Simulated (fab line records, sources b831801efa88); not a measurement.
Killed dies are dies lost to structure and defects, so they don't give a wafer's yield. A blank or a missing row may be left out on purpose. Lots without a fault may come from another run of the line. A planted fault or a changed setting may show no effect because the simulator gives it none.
fab line records | flow sky130
record lots=6 wafers=18 last_day=48
route steps=708 shown VT_ADJUST_LVTN@109 VT_ADJUST_NCORE@119 PAD_OPEN@708
lots that met no fault: from a run of the same line without faults
start_h: hours from the record's first day to the start of the lot's first wafer shown | wait_h: hours since the lot's step before | " the same as in the row above | L1.1+2: a row that stands for several wafers | - no value, or no start given | * or withheld: withheld | < > ~ a bound
route shown NAME@n: a module of which the file shows steps, and the number in the route of the first | usual: mean/standard deviation of fault-free wafers | same: alike in all rows | chamber/n: place in a boat | sites: the reading at each site | _std_site: their standard deviation | _edge_site: outer sites' mean less inner sites' | radius_mm: how far each site lies from the wafer's centre | mask NAME#n: copy n | behind: the tool/chamber that last shaped the wafer | hold: why the lot was held/for how many hours/how that ended | device: the transistor (n, p or np) that didn't switch | end of line: the same wafers' tests at the end of the route | a step without rows: its recipe alone | killed: dies lost to structure and defects at the first sort, not the wafer's yield | map: a wafer's dies, x killed, . not, _ none there
set.NAME: the setting as run; set.NAME@STEP: as run at that earlier step | model.NAME: the simulator's own value behind a step, which no gauge read
lots at some steps of the route; a table a step, a row a wafer
services: from which hour (start_h, from the record's first day; less than 0 if before it) a tool's chamber was out of use, for how many hours, and why
## steps
# step SKY_VT_ADJUST_LVTN_HMDS_12
# recipe prime_time_s=60 prime_temp_c=120
# step SKY_VT_ADJUST_LVTN_COAT_13
# recipe resist=NOVOLAK spin_rpm=3000 resist_thk_nm=1140
# step SKY_VT_ADJUST_LVTN_SOFTBAKE_14
# recipe temp_c=90 time_s=60 resist=NOVOLAK
# step SKY_VT_ADJUST_LVTN_EXPOSE_15
# recipe mask_id=HVN_STD_DERIVED na=0.6 source_shape=conventional sigma_outer=0.6 polarization=unpolarized target_cd_nm=600 dose_mj=163
# step SKY_VT_ADJUST_LVTN_PEB_16
# recipe temp_c=withheld time_s=* resist=NOVOLAK
# step SKY_VT_ADJUST_LVTN_DEVELOP_17
# recipe resist=NOVOLAK developer=TMAH develop_time_s=60 dev_temp_c=23
# step SKY_VT_ADJUST_LVTN_OVL_MEAS_18
# usual VT_ADJUST_LVTN_01_OVL=0.3/1.4
# columns lot.wafer tool chamber start_h wait_h VT_ADJUST_LVTN_01_OVL[nm]
L864.1 overlay-01 - 164.66 0.1 1.2
L864.3 " - " " 2.1
L864.6 " - " " 2.6
L866.2 overlay-01 - 175.42 0.1 -0.5
L866.4 " - " " 0.8
L866.6 " - " " -2.3
L874.1 overlay-02 - 235.56 0.1 -0.9
L874.3 " - " " -2.3
L874.5 " - " " -1.5
L873.1 overlay-01 - 236.46 0.1 0.9
L873.3 " - " " 1.2
L873.5 " - " " 2.0
L875.1 overlay-01 - 243.26 0.1 -0.2
L875.3 " - " " 0.8
L875.6 " - " " 0.9
L876.1 overlay-01 - 248.66 0.1 1.4
L876.2 " - " " 2.5
L876.5 " - " " 1.4
# step SKY_VT_ADJUST_LVTN_IMPLANT_19
# recipe species=B energy_kev=30 dose_cm2=6.5e+11 tilt_deg=withheld
# step SKY_VT_ADJUST_LVTN_STRIP_20
# recipe chemistry=O2/N2 power_w=1400 pressure_mtorr=1500 platen_temp_c=withheld o2_flow_sccm=3000 n2_flow_sccm=300 overash_fraction=0.5
# usual drypump_motor_current_A=5.84/0.28 oes_product_au=0.716/0.0045 strip_time_to_endpoint_s=14.18/0.038
# columns lot.wafer tool chamber start_h wait_h drypump_motor_current_A oes_product_au rf_hours_counter_h strip_time_to_endpoint_s
L864.1 plasma_asher-01 0 164.85 0.1 5.94 0.716 49 14.19
L864.3 " 0 " " 5.92 0.710 - 14.16
L864.6 " 1 " " 5.67 0.714 - 14.22
L866.2 plasma_asher-01 1 175.60 0.1 5.68 0.710 50 14.16
L866.4 " 0 " " 5.91 0.712 - 14.15
L866.6 " 0 " " 5.93 0.715 - 14.17
L874.1 plasma_asher-03 0 235.74 0.1 5.49 0.717 42 14.21
L874.3 " 0 " " 5.50 0.716 - 14.17
L874.5 " 0 " " 5.48 0.718 - 14.21
L873.1 plasma_asher-04 0 236.64 0.1 5.91 0.715 11 14.16
L873.3 " 0 " " 5.94 0.720 - 14.16
L873.5 " 1 " " 6.44 0.714 - 14.16
L875.1 plasma_asher-04 1 243.45 0.1 6.46 0.718 12 14.23
L875.3 " 0 " " 5.92 0.716 - 14.23
L875.6 " 1 " " 6.45 0.718 - 14.20
L876.1 plasma_asher-01 1 248.85 0.1 5.68 0.724 57 14.12
L876.2 " 0 " " 5.93 0.718 57 14.16
L876.5 " 0 " " 5.93 0.722 - 14.12
# step SKY_VT_ADJUST_LVTN_TW_MEAS_21
# usual VT_ADJUST_LVTN_2_TW=186.7/0.68
# columns lot.wafer tool chamber start_h wait_h VT_ADJUST_LVTN_2_TW
L864.1 film_metro-02 - 164.95 0.1 185.9
L864.3 " - " " 186.6
L864.6 " - " " 186.2
L866.2 film_metro-03 - 175.71 0.1 186.4
L866.4 " - " " 187.5
L866.6 " - " " 186.3
L874.1 film_metro-04 - 235.84 0.1 186.5
L874.3 " - " " 185.3
L874.5 " - " " 187.2
L873.1 film_metro-03 - 236.74 0.1 186.6
L873.3 " - " " 187.1
L873.5 " - " " 187.4
L875.1 film_metro-03 - 243.55 0.1 186.7
L875.3 " - " " 187.5
L875.6 " - " " 186.6
L876.1 film_metro-03 - 248.95 0.1 186.7
L876.2 " - " " 187.2
L876.5 " - " " 186.5
# step SKY_VT_ADJUST_NCORE_DEHYDRATE_00
# recipe temp_c=200 time_s=60
# step SKY_VT_ADJUST_NCORE_HMDS_01
# recipe prime_time_s=60 prime_temp_c=120
# step SKY_VT_ADJUST_NCORE_COAT_02
# recipe resist=NOVOLAK spin_rpm=3000 resist_thk_nm=1140
# usual spin_speed_rpm=3000.3/1.9
# columns lot.wafer tool chamber start_h wait_h spin_speed_rpm model.NOVOLAK_of_VT_ADJUST_NCORE_COAT_02.thk_nm
L864.1 litho_track-04 0 174.96 0.1 2999.8 1138
L864.3 " 0 " " 2996.9 1139
L864.6 " 0 " " 2999.4 1134
L866.2 litho_track-02 0 186.39 0.1 2999.9 1140
L866.4 " 0 " " 2997.6 1143
L866.6 " 0 " " 3001.1 1139
L874.1 litho_track-04 0 246.41 0.1 3336.0 1078
L874.3 " 0 " " 3337.7 1078
L874.5 " 0 " " 3335.8 1082
L873.1 litho_track-04 0 247.61 0.1 3340.2 1085
L873.3 " 0 " " 3339.2 1088
L873.5 " 0 " " 3338.2 1083
L875.1 litho_track-03 0 254.84 0.1 3003.4 1136
L875.3 " 0 " " 2996.2 1137
L875.6 " 0 " " 2995.4 1135
L876.1 litho_track-02 0 260.56 0.1 3000.5 1139
L876.2 " 0 " " 2999.6 1132
L876.5 " 0 " " 2999.6 1136
# step SKY_VT_ADJUST_NCORE_SOFTBAKE_03
# recipe temp_c=90 time_s=60 resist=NOVOLAK
# step SKY_VT_ADJUST_NCORE_EXPOSE_04
# recipe mask_id=LVTN_COMPLEMENT_THIN na=0.6 source_shape=conventional sigma_outer=0.6 polarization=unpolarized target_cd_nm=380 dose_mj=139
# step SKY_VT_ADJUST_NCORE_PEB_05
# recipe temp_c=withheld time_s=* resist=NOVOLAK
# step SKY_VT_ADJUST_NCORE_DEVELOP_06
# recipe resist=NOVOLAK developer=TMAH develop_time_s=60 dev_temp_c=23
# columns lot.wafer tool chamber start_h wait_h model.NOVOLAK_of_VT_ADJUST_NCORE_COAT_02.thk_nm
L864.1 litho_track-03 0 185.64 0.1 1137
L864.3 " 0 " " 1139
L864.6 " 0 " " 1134
L866.2 litho_track-04 0 196.88 0.1 1140
L866.4 " 0 " " 1142
L866.6 " 0 " " 1139
L874.1+3 litho_track-03 0 258.39 0.1 1078
L874.5 " 0 " " 1082
L873.1 litho_track-04 0 259.16 0.1 1085
L873.3 " 0 " " 1087
L873.5 " 0 " " 1083
L875.1 litho_track-04 0 266.41 0.1 1135
L875.3 " 0 " " 1137
L875.6 " 0 " " 1134
L876.1 litho_track-02 0 272.26 0.1 1138
L876.2 " 0 " " 1131
L876.5 " 0 " " 1135
# step SKY_VT_ADJUST_NCORE_CD_MEAS_07
# recipe target_cd_nm=380
# usual cd_nm=380.0/2.2
# columns lot.wafer tool chamber start_h wait_h cd_nm
L864.1 cd_sem-02 - 185.79 0.1 382.6
L864.3 " - " " 385.6
L864.6 " - " " 381.6
L866.2 cd_sem-02 - 197.03 0.1 381.1
L866.4 " - " " 380.3
L866.6 " - " " 377.8
L874.1 cd_sem-01 - 258.54 0.1 387.0
L874.3 " - " " 387.0
L874.5 " - " " 387.2
L873.1 cd_sem-02 - 259.31 0.1 384.2
L873.3 " - " " 385.8
L873.5 " - " " 384.7
L875.1 cd_sem-02 - 266.56 0.1 378.3
L875.3 " - " " 379.6
L875.6 " - " " 380.4
L876.1 cd_sem-01 - 272.41 0.1 382.1
L876.2 " - " " 383.2
L876.5 " - " " 378.8
# step SKY_VT_ADJUST_NCORE_OVL_MEAS_08
# usual VT_ADJUST_NCORE_OVL=0.3/1.5
# columns lot.wafer tool chamber start_h wait_h VT_ADJUST_NCORE_OVL[nm]
L864.1 overlay-02 - 185.91 0.1 -0.5
L864.3 " - " " -0.2
L864.6 " - " " -0.5
L866.2 overlay-02 - 197.13 0.1 -1.0
L866.4 " - " " 1.0
L866.6 " - " " -1.5
L874.1 overlay-01 - 258.66 0.1 1.0
L874.3 " - " " 3.3
L874.5 " - " " 0.7
L873.1 overlay-01 - 259.43 0.1 -1.1
L873.3 " - " " -0.6
L873.5 " - " " 1.0
L875.1 overlay-02 - 266.68 0.1 -1.8
L875.3 " - " " -1.0
L875.6 " - " " -3.1
L876.1 overlay-02 - 272.53 0.1 -1.1
L876.2 " - " " 0.8
L876.5 " - " " 0.4
# step SKY_VT_ADJUST_NCORE_IMPLANT_09
# recipe species=B energy_kev=10 dose_cm2=2.4e+12 tilt_deg=withheld
# step SKY_VT_ADJUST_NCORE_STRIP_10
# recipe chemistry=O2/N2 power_w=1400 pressure_mtorr=1500 platen_temp_c=withheld o2_flow_sccm=3000 n2_flow_sccm=300 overash_fraction=0.5
# usual drypump_motor_current_A=6.02/0.27 oes_product_au=0.716/0.0046 strip_time_to_endpoint_s=14.17/0.041
# columns lot.wafer tool chamber start_h wait_h drypump_motor_current_A oes_product_au rf_hours_counter_h strip_time_to_endpoint_s
L864.1 plasma_asher-04 1 186.10 0.1 6.43 0.724 7 14.16
L864.3 " 0 " " 5.92 0.715 - 14.17
L864.6 " 0 " " 5.96 0.715 - 14.12
L866.2 plasma_asher-04 1 197.31 0.1 6.42 0.720 8 14.19
L866.4 " 0 " " 5.96 0.715 - 14.21
L866.6 " 0 " " 5.96 0.709 - 14.18
L874.1 plasma_asher-02 0 258.85 0.1 5.74 0.708 58 13.45
L874.3 " 0 " " 5.77 0.716 - 13.46
L874.5 " 1 " " 6.26 0.712 - 13.51
L873.1 plasma_asher-02 1 259.61 0.1 6.26 0.711 58 13.54
L873.3 " 0 " " 5.76 0.714 - 13.56
L873.5 " 1 " " 6.25 0.716 - 13.51
L875.1 plasma_asher-02 1 266.86 0.1 6.25 0.719 59 14.11
L875.3 " 1 " " 6.27 0.719 - 14.13
L875.6 " 0 " " 5.70 0.717 - 14.12
L876.1 plasma_asher-02 1 272.72 0.1 6.28 0.714 60 14.16
L876.2 " 0 " " 5.74 0.720 60 14.06
L876.5 " 1 " " 6.26 0.721 - 14.12
# step SKY_VT_ADJUST_NCORE_TW_MEAS_11
# usual VT_ADJUST_NCORE_TW=218.6/1.7
# columns lot.wafer tool chamber start_h wait_h VT_ADJUST_NCORE_TW
L864.1 film_metro-03 - 186.20 0.1 218.1
L864.3 " - " " 217.7
L864.6 " - " " 217.8
L866.2 film_metro-02 - 197.42 0.1 217.8
L866.4 " - " " 217.9
L866.6 " - " " 217.4
L874.1 film_metro-01 - 258.95 0.1 219.8
L874.3 " - " " 218.3
L874.5 " - " " 219.1
L873.1 film_metro-03 - 259.71 0.1 216.5
L873.3 " - " " 218.6
L873.5 " - " " 218.5
L875.1 film_metro-01 - 266.96 0.1 219.9
L875.3 " - " " 219.6
L875.6 " - " " 219.0
L876.1 film_metro-02 - 272.82 0.1 218.1
L876.2 " - " " 217.7
L876.5 " - " " 217.3
# step SKY_PAD_OPEN_PROBE_99
# usual killed_at_M0_to_M3=43/6.3 killed_at_M4_up=3.0/1.6 killed_at_contacts=25/5 killed_at_front_end=15/4.4 killed_at_other=0.3/0.8 killed_dies=85/8.7 killed_on_rim=17/3.7 killed_open=47/6.9 killed_short=38/6.3
# same gross_dies=492 killed_at_back_side=0
# columns lot.wafer tool chamber start_h wait_h killed_at_M0_to_M3 killed_at_M4_up killed_at_contacts killed_at_front_end killed_at_other killed_dies killed_on_rim killed_open killed_short
L864.1 prober-01 - 1077.94 0.1 45 2 30 16 0 93 16 45 48
L864.3 prober-01 - 1078.04 0.2 39 4 20 26 0 89 15 42 47
L864.6 prober-01 - 1078.19 0.2 44 2 29 18 1 94 18 47 47
L866.2 prober-01 - 1090.86 0.1 37 3 25 17 0 82 18 46 36
L866.4 prober-01 - 1090.96 0.2 39 4 35 17 1 96 21 61 35
L866.6 prober-01 - 1091.06 0.2 39 3 33 22 0 97 14 58 39
L873.1 prober-01 - 1143.64 0.1 45 5 31 14 0 95 17 58 37
L873.3 prober-01 - 1143.74 0.2 38 3 23 25 1 90 18 50 40
L873.5 prober-01 - 1143.84 0.2 44 3 35 20 1 103 22 53 50
L875.1 prober-02 - 1152.59 0.1 47 4 23 20 2 96 24 47 49
L875.3 prober-02 - 1152.69 0.2 38 2 33 21 5 99 17 55 39
L875.6 prober-02 - 1152.84 0.2 48 1 18 18 0 85 10 44 41
L876.1 prober-01 - 1153.37 0.1 43 6 16 13 0 78 13 33 45
L876.2 prober-01 - 1153.42 0.1 46 4 17 12 0 79 16 49 30
L876.5 prober-01 - 1153.57 0.2 45 3 30 15 0 93 17 55 38
# killed by level:class
L864.1 CONTACT:geometric_particle:open=9 CONTACT:geometric_particle:short=8 METAL1:geometric_particle:short=8 VIA3:geometric_particle:open=7 POLY_GATE:geometric_particle:open=5 LI_CONTACT:geometric_particle:open=5 VIA1:geometric_particle:open=5 VIA2:geometric_particle:open=5
L864.3 CONTACT:geometric_particle:open=9 POLY_GATE:geometric_particle:open=7 VIA1:geometric_particle:open=7 METAL1:geometric_particle:short=7 VIA2:geometric_particle:open=6 FIELD_ISO:geometric_particle:short=5 POLY_GATE:geometric_particle:short=5 SPACER:geometric_particle:short=5
L864.6 VIA1:geometric_particle:open=13 LOCAL_INTERCONNECT:geometric_particle:short=7 LI_CONTACT:geometric_particle:open=7 CONTACT:geometric_particle:open=7 POLY_GATE:geometric_particle:open=6 CONTACT:geometric_particle:short=6 METAL2:geometric_particle:short=6 FIELD_ISO:geometric_particle:open=5
L866.2 CONTACT:geometric_particle:open=10 VIA1:geometric_particle:open=9 METAL2:geometric_particle:short=8 POLY_GATE:geometric_particle:open=7 VIA2:geometric_particle:open=6 LI_CONTACT:geometric_particle:open=5 FIELD_ISO:geometric_particle:open=4 LI_CONTACT:geometric_particle:short=4
L866.4 VIA1:geometric_particle:open=12 LI_CONTACT:geometric_particle:open=11 POLY_GATE:geometric_particle:open=9 LOCAL_INTERCONNECT:geometric_particle:short=9 CONTACT:geometric_particle:open=7 VIA3:geometric_particle:open=6 CONTACT:geometric_particle:short=5 VIA2:geometric_particle:open=5
L866.6 CONTACT:geometric_particle:open=12 POLY_GATE:geometric_particle:open=11 LI_CONTACT:geometric_particle:open=8 POLY_GATE:geometric_particle:short=6 LOCAL_INTERCONNECT:geometric_particle:short=6 VIA1:geometric_particle:open=6 VIA2:geometric_particle:open=6 VIA1:geometric_particle:short=5
L873.1 VIA3:geometric_particle:open=12 VIA2:geometric_particle:open=11 CONTACT:geometric_particle:open=9 LI_CONTACT:geometric_particle:open=7 LOCAL_INTERCONNECT:geometric_particle:short=6 VIA1:geometric_particle:open=6 VIA1:geometric_particle:short=5 FIELD_ISO:geometric_particle:open=4
L873.3 CONTACT:geometric_particle:open=13 FIELD_ISO:geometric_particle:open=8 VIA2:geometric_particle:open=8 METAL2:geometric_particle:short=8 FIELD_ISO:geometric_particle:short=6 POLY_GATE:geometric_particle:open=4 VIA3:geometric_particle:open=4 LI_CONTACT:geometric_particle:open=4
L873.5 CONTACT:geometric_particle:open=12 VIA2:geometric_particle:open=9 FIELD_ISO:geometric_particle:short=8 LOCAL_INTERCONNECT:geometric_particle:short=7 LI_CONTACT:geometric_particle:open=6 VIA3:geometric_particle:short=6 LI_CONTACT:geometric_particle:short=5 VIA1:geometric_particle:open=5
L875.1 VIA1:geometric_particle:open=11 POLY_GATE:geometric_particle:short=8 LI_CONTACT:geometric_particle:open=7 VIA2:geometric_particle:open=7 CONTACT:geometric_particle:open=6 VIA1:geometric_particle:short=6 LI_CONTACT:geometric_particle:short=5 METAL1:geometric_particle:short=5
L875.3 CONTACT:geometric_particle:open=15 VIA1:geometric_particle:open=10 LI_CONTACT:geometric_particle:open=7 VIA2:geometric_particle:open=7 METAL2:geometric_particle:short=6 FIELD_ISO:geometric_particle:short=5 LI_CONTACT:geometric_particle:short=5 PASSIVATION:area_etch=5
L875.6 VIA1:geometric_particle:open=11 VIA3:geometric_particle:open=8 METAL2:geometric_particle:short=8 CONTACT:geometric_particle:open=7 FIELD_ISO:geometric_particle:short=5 POLY_GATE:geometric_particle:open=5 VIA1:geometric_particle:short=5 POLY_GATE:geometric_particle:short=4
L876.1 VIA2:geometric_particle:open=7 VIA1:geometric_particle:open=7 VIA3:geometric_particle:open=6 METAL1:geometric_particle:short=5 METAL4:geometric_particle:short=5 FIELD_ISO:geometric_particle:short=4 CONTACT:geometric_particle:short=4 LOCAL_INTERCONNECT:geometric_particle:short=4
L876.2 VIA2:geometric_particle:open=11 VIA1:geometric_particle:open=9 METAL2:geometric_particle:short=7 CONTACT:geometric_particle:open=6 VIA3:geometric_particle:open=6 LI_CONTACT:geometric_particle:open=5 POLY_GATE:geometric_particle:open=4 CONTACT:geometric_particle:short=4
L876.5 VIA1:geometric_particle:open=12 CONTACT:geometric_particle:open=10 CONTACT:geometric_particle:short=8 VIA2:geometric_particle:open=7 LI_CONTACT:geometric_particle:open=7 LOCAL_INTERCONNECT:geometric_particle:short=5 VIA3:geometric_particle:open=5 FIELD_ISO:geometric_particle:open=4
## services
# columns tool chamber start_h hours kind
plasma_asher-03 - 158.99 2.4 repair
plasma_asher-04 - 245.88 5.9 pm
plasma_asher-01 - 246.66 1.7 repair
## key
first_sign step=SKY_VT_ADJUST_NCORE_COAT_02 reading=spin_speed_rpm direction=up sigmas=99+ usual=3000.3 struck=3337.9
effect step=SKY_VT_ADJUST_NCORE_CD_MEAS_07 reading=cd_nm direction=up sigmas=2.7 usual=380.0 struck=386.0
effect step=SKY_VT_ADJUST_NCORE_STRIP_10 reading=strip_time_to_endpoint_s direction=down sigmas=17 usual=* struck=*
model_effect step=SKY_VT_ADJUST_NCORE_COAT_02 value=NOVOLAK_of_VT_ADJUST_NCORE_COAT_02.thk_nm without=1142 struck=1083
model_effect step=SKY_VT_ADJUST_NCORE_DEVELOP_06 value=NOVOLAK_of_VT_ADJUST_NCORE_COAT_02.thk_nm without=1141 struck=1082
met_at SKY_VT_ADJUST_NCORE_COAT_02
struck_wafers L873.1,L873.3,L873.5,L874.1,L874.3,L874.5
tester_left_out L873,L874
onset_between 174.96 246.41
fault kind=process_parameter_drift tool=litho_track-04 chamber=- onset_h=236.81 steps=SKY_VT_ADJUST_NCORE_COAT_02 channel=spin_rpm offset=337.55 shape=step end_h=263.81 acts_in=these_recipes_only stated=3000
# tester_left_out: of these lots the tester's yield and bins aren't shown, on N5 and GAA mostly nor the transistor test; their killed dies are dies lost to structure and defects alone, not to doping, threshold or leakage, so they don't give the yield
